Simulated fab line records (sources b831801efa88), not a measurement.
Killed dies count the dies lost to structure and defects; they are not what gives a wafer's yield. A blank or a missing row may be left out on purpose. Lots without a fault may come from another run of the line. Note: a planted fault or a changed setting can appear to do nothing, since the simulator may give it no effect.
Which tool is to blame? ; flow sky130 ; 39 wafers from 13 lots sampled at 3 of the route's 708 steps

## WHAT THE GAUGES READ, wafer by wafer
SKY_POLY_GATE_CD_MEAS_13: the cd target is 150 nm.
lot;measured;on;cd_nm (nm)
L838;day 16 20:48;cd_sem-01;151.3 151.3 151.2
L839;day 17 06:57;cd_sem-02;150.7 151.6 151.4
L841;day 18 07:34;cd_sem-02;152.6 153.0 151.7
L842;day 18 19:34;cd_sem-01;150.7 149.1 149.5
L844;day 19 10:45;cd_sem-02;152.7 152.5 151.0
L846;day 20 02:47;cd_sem-02;151.4 151.0 151.0
L847;day 20 11:59;cd_sem-01;162.1 161.9 160.9
L848;day 20 19:50;cd_sem-01;152.5 151.7 152.1
L855;day 23 15:54;cd_sem-01;148.7 149.8 148.5
L857;day 23 22:40;cd_sem-02;150.1 150.3 149.5
L856;day 23 23:35;cd_sem-01;147.5 148.5 148.4
L858;day 24 05:23;cd_sem-01;149.4 151.0 150.2
L859;day 25 06:30;cd_sem-01;152.2 151.4 150.7

SKY_LOCAL_INTERCONNECT_OVL_MEAS_12.
lot;measured;on;LOCAL_INTERCONNECT_OVL (nm)
L838;day 30 17:07;overlay-01;-6 0 -2
L839;day 31 09:55;overlay-02;7 3 -3
L841;day 32 03:13;overlay-02;-1 -1 -7
L842;day 32 16:32;overlay-01;5 6 7
L844;day 33 05:13;overlay-02;3 -1 3
L846;day 33 17:02;overlay-01;7 5 10
L847;day 34 01:31;overlay-02;0 12 9
L848;day 34 07:50;overlay-01;-5 -3 -6
L855;day 36 18:47;overlay-01;8 1 6
L857;day 36 23:37;overlay-02;-2 -7 -5
L856;day 37 04:31;overlay-02;17 9 7
L858;day 37 07:04;overlay-02;4 4 10
L859;day 38 03:19;overlay-01;0 0 0

## EACH LOT AND THE TOOL THAT RAN IT (in order: tool; ch and the chambers of the sampled wafers; start)
lot;SKY_POLY_GATE_EXPOSE_10
L838;krf_scanner-01 ch 0, day 16 06:42
L839;krf_scanner-01 ch 0, day 16 17:30
L841;krf_scanner-01 ch 0, day 17 16:34
L842;krf_scanner-01 ch 0, day 18 04:58
L844;krf_scanner-02 ch 0, day 18 19:19
L846;krf_scanner-02 ch 0, day 19 11:43
L847;krf_scanner-01 ch 0, day 19 21:08
L848;krf_scanner-02 ch 0, day 20 04:58
L855;krf_scanner-02 ch 0, day 23 00:31
L857;krf_scanner-01 ch 0, day 23 07:32
L856;krf_scanner-02 ch 0, day 23 08:40
L858;krf_scanner-02 ch 0, day 23 14:51
L859;krf_scanner-02 ch 0, day 24 15:55
- SKY_POLY_GATE_EXPOSE_10: exposes mask P1M, target cd 150 nm.

## WHAT THE TOOLS THEMSELVES READ (means of the sampled wafers that have a number; where no wafer has one, the mark that the record gives instead)
The record holds no such reading with a usual standard deviation.

## THE ANSWER, worked out from the rows above alone
Rule: the lots themselves supply what counts as usual. The widest of any qualifying gaps counts: lots, ordered by their means at a reading, are off when they make up no more than a third of the lots, leave a main group of 4 or more, and stand apart from it by 3 or more times the standard deviation of that group's means. Not used: any main group whose means are identical at the precision the tables above print for the reading. A lot without any number at a reading at which 4 lots or more have one is off too. The other lots that the step has rows for count as sound. The gauges are gone through in route order, then the tools' own readings, and for those a lot's mean is taken as printed above. At the first step where some lot is off, the reading lying furthest off is the one used; lots without a number count as furthest.
Off: L847, at SKY_POLY_GATE_CD_MEAS_13 (cd_nm). Main group: mean 150.7 nm, sd 1.3.
A tool fits if, at a process step before that reading, it ran every lot that is off, and no sound lot after the first of them. Those tools and the gauges at SKY_POLY_GATE_CD_MEAS_13 are tried in the same way. None of those tried fits.

## WHAT WAS PUT IN BY THE SIMULATOR
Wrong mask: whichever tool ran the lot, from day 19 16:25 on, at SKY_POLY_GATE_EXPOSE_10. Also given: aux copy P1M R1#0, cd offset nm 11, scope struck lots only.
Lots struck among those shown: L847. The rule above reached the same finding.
